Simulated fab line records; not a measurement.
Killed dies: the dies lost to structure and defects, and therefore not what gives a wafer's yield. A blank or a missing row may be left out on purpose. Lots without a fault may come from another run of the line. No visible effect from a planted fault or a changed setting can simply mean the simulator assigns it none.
The same fault as seen by 2 desks | flow gf180mcu | only its own numbers are on each desk; what lay behind them is given at the end

== THE METROLOGY DESK ==
Means of the sampled wafers that have a number, per lot and without regard to the tool the lot ran on: this is what the gauges read. The brackets show how far a lot's mean lies from the usual mean; more than 4 standard deviations puts the lot out of limits, marked OUT.
Columns: A = MVPSD_OVL at GF_MVPSD_OVL_MEAS_07, usual -0.3 nm; B = PSD_OVL at GF_PSD_OVL_MEAS_08, usual -0.2 nm
lot  | first seen here | A    | B
L530 | day 5 11:29     | 0.0  | 0.5
L532 | day 5 17:19     | 2.0  | -2.0
L533 | day 6 02:49     | -1.2 | -0.5
L534 | day 6 06:04     | -1.0 | -1.0
L537 | day 7 00:44     | -2.0 | 0.9
L539 | day 7 08:01     | -1.4 | 0.4
L542 | day 8 02:04     | 1.1  | -1.1
L544 | day 8 11:31     | -1.6 | 1.3
L547 | day 9 06:41     | -1.0 | 2.0
L549 | day 9 15:59     | -1.6 | -1.5
L550 | day 9 23:55     | 0.7  | 1.1
L551 | day 10 05:10    | -0.8 | -0.4
L552 | day 10 11:38    | -0.6 | 1.6
L553 | day 10 17:43    | -0.4 | -1.4
Result from this desk: across the 14 lots, nothing is out of limits.

== DESK OF THE TOOL OWNER: implanter-03 ==
The tool's own readings at GF_NWELL_IMPLANT_08, given as means over the sampled wafers that have a number, one for each lot that went through this tool. The brackets show how far a lot's mean lies from the usual mean; more than 4 standard deviations puts the lot out of limits, marked OUT.
Columns: A = beamEnergyKeV at GF_NWELL_IMPLANT_08, usual 449.99; B = endStationPressureTorr at GF_NWELL_IMPLANT_08, usual 5.09e-06 Torr
lot  | first seen here | A                        | B
L532 | day 3 23:32     | 450.04                   | 5.13e-06
L539 | day 5 09:44     | 431.15 (-99 or more) OUT | 5.07e-06
L542 | day 6 01:57     | 431.17 (-99 or more) OUT | 5.18e-06
This desk's verdict: out of limits on L539, L542, starting with L539 at day 5 09:44 (beamEnergyKeV at GF_NWELL_IMPLANT_08). In limits: L532.

== TAKEN TOGETHER ==
The tool owner's desk could have raised an alarm at day 5 09:44, on L539, L542.
At the metrology desk, nothing out of limits was observed.
The metrology desk holds a record of L539, L542, inside its limits.
All the named lots went through GF_NWELL_IMPLANT_08 on implanter-03.

== WHAT THE SIMULATOR HAD INSERTED ==
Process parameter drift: implanter-03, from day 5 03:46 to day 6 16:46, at GF_NWELL_IMPLANT_08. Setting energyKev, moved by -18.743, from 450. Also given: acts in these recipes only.
Lots struck among those shown: L539, L542.
How many hours passed from the start of the fault until each desk's first out-of-limits reading: the tool owner's desk, 6.
